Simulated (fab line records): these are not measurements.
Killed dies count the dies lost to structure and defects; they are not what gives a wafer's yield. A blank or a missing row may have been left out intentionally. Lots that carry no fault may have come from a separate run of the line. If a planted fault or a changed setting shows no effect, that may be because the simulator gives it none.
What tool caused it? / flow gf180mcu / 12 lots with 36 wafers sampled at 5 steps, on a route of 602 steps

WHAT THE GAUGES SHOWED, per wafer
GF_VT_IMPLANT_OVL_MEAS_18. Usual: VT_IMPLANT_01_OVL gives -0.3 nm (standard deviation 1.2).
lot=L826; measured=day 6 08:02; on=overlay-01; VT_IMPLANT_01_OVL (nm)=-0.3 -0.2 1.3; flag=
lot=L827; measured=day 6 14:37; on=overlay-01; VT_IMPLANT_01_OVL (nm)=-0.9 0.5 -0.4; flag=
lot=L829; measured=day 7 01:42; on=overlay-01; VT_IMPLANT_01_OVL (nm)=0.0 0.5 0.5; flag=
lot=L830; measured=day 7 06:50; on=overlay-01; VT_IMPLANT_01_OVL (nm)=-0.7 -1.9 -2.4; flag=
lot=L831; measured=day 7 13:54; on=overlay-02; VT_IMPLANT_01_OVL (nm)=-0.4 1.6 1.0; flag=
lot=L833; measured=day 8 04:19; on=overlay-02; VT_IMPLANT_01_OVL (nm)=1.4 1.6 0.2; flag=
lot=L834; measured=day 8 08:55; on=overlay-01; VT_IMPLANT_01_OVL (nm)=0.3 1.6 1.5; flag=
lot=L837; measured=day 9 03:52; on=overlay-01; VT_IMPLANT_01_OVL (nm)=- - -; flag=OFF
lot=L838; measured=day 9 09:54; on=overlay-01; VT_IMPLANT_01_OVL (nm)=-0.6 -2.4 -1.8; flag=
lot=L845; measured=day 11 06:28; on=overlay-01; VT_IMPLANT_01_OVL (nm)=0.1 -0.9 -1.3; flag=
lot=L846; measured=day 11 10:35; on=overlay-02; VT_IMPLANT_01_OVL (nm)=-1.5 0.2 -0.2; flag=
lot=L848; measured=day 12 09:19; on=overlay-02; VT_IMPLANT_01_OVL (nm)=2.4 1.3 0.9; flag=

GF_VT_IMPLANT_TW_MEAS_21. Usual: VT_IMPLANT_2_TW gives 1224 (standard deviation 11).
lot=L826; measured=day 6 08:20; on=filmMetro-04; VT_IMPLANT_2_TW=1230 1234 1228; flag=
lot=L827; measured=day 6 14:55; on=filmMetro-01; VT_IMPLANT_2_TW=1212 1208 1207; flag=
lot=L829; measured=day 7 01:59; on=filmMetro-01; VT_IMPLANT_2_TW=1220 1216 1220; flag=
lot=L830; measured=day 7 07:13; on=filmMetro-04; VT_IMPLANT_2_TW=1231 1231 1236; flag=
lot=L831; measured=day 7 14:11; on=filmMetro-04; VT_IMPLANT_2_TW=1227 1238 1235; flag=
lot=L833; measured=day 8 04:36; on=filmMetro-01; VT_IMPLANT_2_TW=1217 1217 1209; flag=
lot=L834; measured=day 8 09:13; on=filmMetro-01; VT_IMPLANT_2_TW=1216 1213 1209; flag=
lot=L837; measured=day 9 04:10; on=filmMetro-01; VT_IMPLANT_2_TW=30 30 30; flag=OFF
lot=L838; measured=day 9 10:11; on=filmMetro-04; VT_IMPLANT_2_TW=1223 1231 1231; flag=
lot=L845; measured=day 11 06:46; on=filmMetro-04; VT_IMPLANT_2_TW=1224 1232 1230; flag=
lot=L846; measured=day 11 10:55; on=filmMetro-01; VT_IMPLANT_2_TW=1218 1214 1222; flag=
lot=L848; measured=day 12 09:37; on=filmMetro-01; VT_IMPLANT_2_TW=1223 1224 1226; flag=

GF_CONTACT_CD_MEAS_14 targets a cd of 220 nm. Usual: cdNm reads 219.8 nm (standard deviation 1.5).
lot=L826; measured=day 16 02:27; on=cdSem-02; cdNm (nm)=220.3 220.2 221.1; flag=
lot=L827; measured=day 16 19:34; on=cdSem-01; cdNm (nm)=220.9 221.3 222.1; flag=
lot=L829; measured=day 17 03:49; on=cdSem-02; cdNm (nm)=223.5 221.9 221.7; flag=
lot=L830; measured=day 17 11:11; on=cdSem-02; cdNm (nm)=218.0 217.2 217.1; flag=
lot=L831; measured=day 18 02:55; on=cdSem-02; cdNm (nm)=221.7 219.9 219.0; flag=
lot=L833; measured=day 18 22:22; on=cdSem-02; cdNm (nm)=219.5 217.6 218.9; flag=
lot=L834; measured=day 19 05:13; on=cdSem-02; cdNm (nm)=218.7 219.0 218.7; flag=
lot=L838; measured=day 20 11:58; on=cdSem-01; cdNm (nm)=220.3 218.6 219.5; flag=
lot=L845; measured=day 22 18:55; on=cdSem-01; cdNm (nm)=219.4 220.5 221.0; flag=
lot=L846; measured=day 23 04:35; on=cdSem-02; cdNm (nm)=222.1 222.1 221.4; flag=
lot=L848; measured=day 24 09:42; on=cdSem-01; cdNm (nm)=219.0 219.3 219.3; flag=

TOOL THAT RAN EACH LOT (tool first, then ch and the chambers of the sampled wafers, then the start)
lot=L826; GF_VT_IMPLANT_EXPOSE_15=ilineStepper-02 ch 0, day 6 00:34; GF_SALICIDE_RTA_08=rtpAnneal-02 ch 0, day 15 03:31
lot=L827; GF_VT_IMPLANT_EXPOSE_15=ilineStepper-02 ch 0, day 6 07:00; GF_SALICIDE_RTA_08=rtpAnneal-01 ch 0, day 15 20:17
lot=L829; GF_VT_IMPLANT_EXPOSE_15=ilineStepper-02 ch 0, day 6 18:07; GF_SALICIDE_RTA_08=rtpAnneal-01 ch 0, day 16 04:36
lot=L830; GF_VT_IMPLANT_EXPOSE_15=ilineStepper-01 ch 0, day 7 00:04; GF_SALICIDE_RTA_08=rtpAnneal-02 ch 0, day 16 12:10
lot=L831; GF_VT_IMPLANT_EXPOSE_15=ilineStepper-01 ch 0, day 7 06:19; GF_SALICIDE_RTA_08=rtpAnneal-01 ch 0, day 17 03:17
lot=L833; GF_VT_IMPLANT_EXPOSE_15=ilineStepper-01 ch 0, day 7 20:30; GF_SALICIDE_RTA_08=rtpAnneal-02 ch 0, day 17 21:23
lot=L834; GF_VT_IMPLANT_EXPOSE_15=ilineStepper-02 ch 0, day 8 00:53; GF_SALICIDE_RTA_08=rtpAnneal-02 ch 0, day 18 03:56
lot=L837; GF_VT_IMPLANT_EXPOSE_15=ilineStepper-02 ch 0, day 8 19:51; GF_SALICIDE_RTA_08=-
lot=L838; GF_VT_IMPLANT_EXPOSE_15=ilineStepper-01 ch 0, day 9 01:17; GF_SALICIDE_RTA_08=rtpAnneal-02 ch 0, day 19 10:41
lot=L845; GF_VT_IMPLANT_EXPOSE_15=ilineStepper-01 ch 0, day 10 21:33; GF_SALICIDE_RTA_08=rtpAnneal-02 ch 0, day 21 18:35
lot=L846; GF_VT_IMPLANT_EXPOSE_15=ilineStepper-02 ch 0, day 11 02:16; GF_SALICIDE_RTA_08=rtpAnneal-02 ch 0, day 22 04:02
lot=L848; GF_VT_IMPLANT_EXPOSE_15=ilineStepper-02 ch 0, day 12 00:21; GF_SALICIDE_RTA_08=rtpAnneal-02 ch 0, day 23 10:28
- GF_VT_IMPLANT_EXPOSE_15: exposes mask Nwell LV AREA, target cd 860 nm.
- GF_SALICIDE_RTA_08: time 30 s.

WHAT THE TOOLS THEMSELVES READ (means of the sampled wafers that have a number; where no wafer has one, the mark that the record gives instead)
GF_VT_IMPLANT_EXPOSE_15. Usual: exposureDoseMJCm2 140.02, standard deviation 0.14; reticleTempC 22.99 C, standard deviation 0.1; stageVelMmS 500.08 mm/s, standard deviation 0.23.
lot=L826; tool=ilineStepper-02; exposureDoseMJCm2=139.95; reticleTempC (C)=22.95; stageVelMmS (mm/s)=500.12; flag=
lot=L827; tool=ilineStepper-02; exposureDoseMJCm2=140.10; reticleTempC (C)=22.86; stageVelMmS (mm/s)=500.06; flag=
lot=L829; tool=ilineStepper-02; exposureDoseMJCm2=139.99; reticleTempC (C)=22.96; stageVelMmS (mm/s)=500.17; flag=
lot=L830; tool=ilineStepper-01; exposureDoseMJCm2=140.04; reticleTempC (C)=22.97; stageVelMmS (mm/s)=500.18; flag=
lot=L831; tool=ilineStepper-01; exposureDoseMJCm2=140.06; reticleTempC (C)=22.90; stageVelMmS (mm/s)=500.01; flag=
lot=L833; tool=ilineStepper-01; exposureDoseMJCm2=139.96; reticleTempC (C)=22.97; stageVelMmS (mm/s)=500.08; flag=
lot=L834; tool=ilineStepper-02; exposureDoseMJCm2=140.05; reticleTempC (C)=22.90; stageVelMmS (mm/s)=500.17; flag=
lot=L837; tool=ilineStepper-02; exposureDoseMJCm2=140.20; reticleTempC (C)=22.89; stageVelMmS (mm/s)=500.14; flag=
lot=L838; tool=ilineStepper-01; exposureDoseMJCm2=140.15; reticleTempC (C)=23.05; stageVelMmS (mm/s)=499.90; flag=
lot=L845; tool=ilineStepper-01; exposureDoseMJCm2=139.87; reticleTempC (C)=22.95; stageVelMmS (mm/s)=500.17; flag=
lot=L846; tool=ilineStepper-02; exposureDoseMJCm2=139.99; reticleTempC (C)=22.97; stageVelMmS (mm/s)=500.33; flag=
lot=L848; tool=ilineStepper-02; exposureDoseMJCm2=139.95; reticleTempC (C)=23.10; stageVelMmS (mm/s)=500.07; flag=

GF_SALICIDE_RTA_08. Usual: lampPowerPct 16.8 %, standard deviation 1.2; wafer_temp_C_max 803.2, standard deviation 0.77.
lot=L826; tool=rtpAnneal-02; lampPowerPct (%)=17.9; wafer_temp_C_max=803.9; flag=
lot=L827; tool=rtpAnneal-01; lampPowerPct (%)=15.6; wafer_temp_C_max=802.6; flag=
lot=L829; tool=rtpAnneal-01; lampPowerPct (%)=15.6; wafer_temp_C_max=803.2; flag=
lot=L830; tool=rtpAnneal-02; lampPowerPct (%)=17.9; wafer_temp_C_max=803.9; flag=
lot=L831; tool=rtpAnneal-01; lampPowerPct (%)=15.6; wafer_temp_C_max=802.8; flag=
lot=L833; tool=rtpAnneal-02; lampPowerPct (%)=17.9; wafer_temp_C_max=803.8; flag=
lot=L834; tool=rtpAnneal-02; lampPowerPct (%)=17.9; wafer_temp_C_max=803.4; flag=
lot=L838; tool=rtpAnneal-02; lampPowerPct (%)=17.9; wafer_temp_C_max=802.8; flag=
lot=L845; tool=rtpAnneal-02; lampPowerPct (%)=17.9; wafer_temp_C_max=803.9; flag=
lot=L846; tool=rtpAnneal-02; lampPowerPct (%)=17.9; wafer_temp_C_max=803.7; flag=
lot=L848; tool=rtpAnneal-02; lampPowerPct (%)=17.9; wafer_temp_C_max=803.6; flag=

THE ANSWER, worked out from the rows above alone
Rule: a lot counts as off when the mean over its wafers that have a number is more than 3 standard deviations away from the usual mean. Also off: a lot with no number at a reading for which 4 or more lots have one. Where the step has rows for the other lots, those lots are counted as sound. First the gauges in route order, then the tools' own readings, where a lot's mean is used as printed above. At the first step where some lot is off, the reading lying furthest off is the one used; lots without a number count as furthest.
Off: L837, at GF_VT_IMPLANT_OVL_MEAS_18 (VT_IMPLANT_01_OVL). Without a number there: L837.
A tool fits if, at a process step before that reading, it ran every lot that is off, and no sound lot after the first of them. The gauges at GF_VT_IMPLANT_OVL_MEAS_18 aren't tried: what is off there is off at GF_VT_IMPLANT_TW_MEAS_21 too, on other tools, and a gauge's error can't cause that. Not one of the candidates tried fits.

WHAT HAD BEEN PUT IN BY THE SIMULATOR
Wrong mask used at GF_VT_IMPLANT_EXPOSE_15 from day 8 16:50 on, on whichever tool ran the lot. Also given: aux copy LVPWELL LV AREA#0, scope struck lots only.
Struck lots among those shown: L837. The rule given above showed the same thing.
